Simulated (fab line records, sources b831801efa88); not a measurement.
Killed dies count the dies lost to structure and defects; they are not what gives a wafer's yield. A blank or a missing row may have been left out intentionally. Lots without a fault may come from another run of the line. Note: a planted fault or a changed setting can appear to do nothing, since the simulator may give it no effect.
A lot that was struck, set against a sound lot :: flow sky130 :: 17 out of 708 route steps
Sound: wafers L528.3, L528.5, L528.6. Struck: wafers L527.3, L527.5, L527.6. At the end, the cause is stated.
Order at every step that has rows: each side's tool, ch and its chambers, its first start. Under that, the readings that differ: sound wafers :: struck wafers :: difference of the means :: sigmas: that difference in standard deviations of wafers without a fault.
alike: readings whose means differ by less than 2 such deviations, and words and numbers that are the same on both sides. not compared: withheld readings, readings that some wafer has no value for, bounds like >300 that may hide the same value, and numbers for which the record gives no deviation and whose values overlap.
The two part at a step that has a row with sigmas, a row that says differs or no value, or rows on one side only. When numbers do not overlap yet have no deviation, they are printed without sigmas and do not part them. A reading that every wafer of one side lacks parts them only if that side has two wafers or more.

SKY_LDD_P_OVL_MEAS_08:
  sound: overlay-02 at day 23 13:04; struck: overlay-02 at day 23 06:48
  alike: LDD_P_OVL
after that, 1 step had no rows for these wafers: SKY_LDD_P_IMPLANT_09.
SKY_LDD_P_STRIP_10: strips in O2/N2.
  sound on plasma-asher-01 ch 0,1, day 23 13:17; struck on plasma-asher-02 ch 0,1, day 23 07:01
  alike: drypump-motor-current-A, oes-product-au, strip-time-to-endpoint-s
  not compared: rf-hours-counter-h
SKY_LDD_P_TW_MEAS_11:
  sound: film-metro-01 at day 23 13:22; struck: film-metro-01 at day 23 07:06
  alike: LDD_P_TW
then, 7 steps without rows for these wafers: SKY_LDD_HVN_DEHYDRATE_00 (time 60 s); SKY_LDD_HVN_HMDS_01 (prime time 60 s); SKY_LDD_HVN_COAT_02 (resist thk 300 nm); SKY_LDD_HVN_SOFTBAKE_03 (time 60 s); SKY_LDD_HVN_EXPOSE_04 (exposes mask HVNTM, target cd 700 nm); SKY_LDD_HVN_PEB_05; SKY_LDD_HVN_DEVELOP_06 (develop time 60 s).
SKY_LDD_HVN_OVL_MEAS_07:
  sound: overlay-01 at day 24 17:05; struck: overlay-01 at day 24 11:35
  alike: LDD_HVN_OVL
SKY_LDD_HVN_IMPLANT_08:
  sound on implanter-04 ch 0, day 24 17:10; struck on implanter-01 ch 0, day 24 11:40
reading: tilt-deg (degrees)
sound: 39.987 40.018 40.012
struck: -0.016 0.004 0.023
difference: -40.002
sigmas: -99 or more
SKY_LDD_HVN_STRIP_09: strips in O2/N2.
  sound on plasma-asher-04 ch 0,1, day 24 17:18; struck on plasma-asher-01 ch 0,1, day 24 11:48
  alike: drypump-motor-current-A, oes-product-au, strip-time-to-endpoint-s
  not compared: rf-hours-counter-h
SKY_LDD_HVN_TW_MEAS_10:
  sound: film-metro-03 at day 24 17:23; struck: film-metro-01 at day 24 11:53
reading: LDD_HVN_TW
sound: 1420 1417 1421
struck: 1266 1267 1271
difference: -151
sigmas: -24
then, 1 step without rows for these wafers: SKY_LDD_HVP_DEHYDRATE_00 (time 60 s).
-- a jump in the record: the struck wafers' starts before and after are 24 days apart (it breaks off in module LDD_HVP and resumes in module PAD_OPEN, where the first step shown is number 708 of the route) --
SKY_PAD_OPEN_PROBE_99:
  sound: prober-01 at day 48 15:06; struck: prober-02 at day 48 11:36
reading: model.etest.tip_n_5v.rs-ohm-sq
sound: 1414 1416 1422
struck: 984.5 986.4 987.9
difference: -431.1
sigmas: 

reading: model.etest.nfet-g5v0d10v5.r-on-ohm-um
sound: 1928 1844 1875
struck: 1808 1833 1825
difference: -60
sigmas: 

reading: model.etest.nfet-g5v0d10v5.drive-ua-um
sound: 595.4 609 597.4
struck: 625.9 616.6 623.9
difference: +21.5
sigmas: 

reading: model.etest.res-ndiff-hv.rs-ohm-sq
sound: 115.5 114 114
struck: 110.9 111.7 111.3
difference: -3.2
sigmas: 

reading: model.etest.nfet-g5v0d10v5.vt-sat-v (V)
sound: 0.7716 0.7721 0.7701
struck: 0.7319 0.7304 0.7486
difference: -0.0343
sigmas: 
  alike: killed_at_M0_to_M3, killed_at_M4_up, killed-at-contacts, killed-at-front-end, killed-at-other, killed-dies, killed-open, killed-short
  not compared: model.etest.nfet_05v0_nvt.drive-ua-um

## WHERE THEY PART
First at SKY_LDD_HVN_IMPLANT_08; last, within this record, at SKY_LDD_HVN_TW_MEAS_10. Later steps at which nothing parts them and some readings are alike: SKY_PAD_OPEN_PROBE_99.

WHY: the cause the simulator had injected
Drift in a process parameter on implanter-01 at SKY_LDD_HVN_IMPLANT_08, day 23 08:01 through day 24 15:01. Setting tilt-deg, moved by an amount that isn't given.
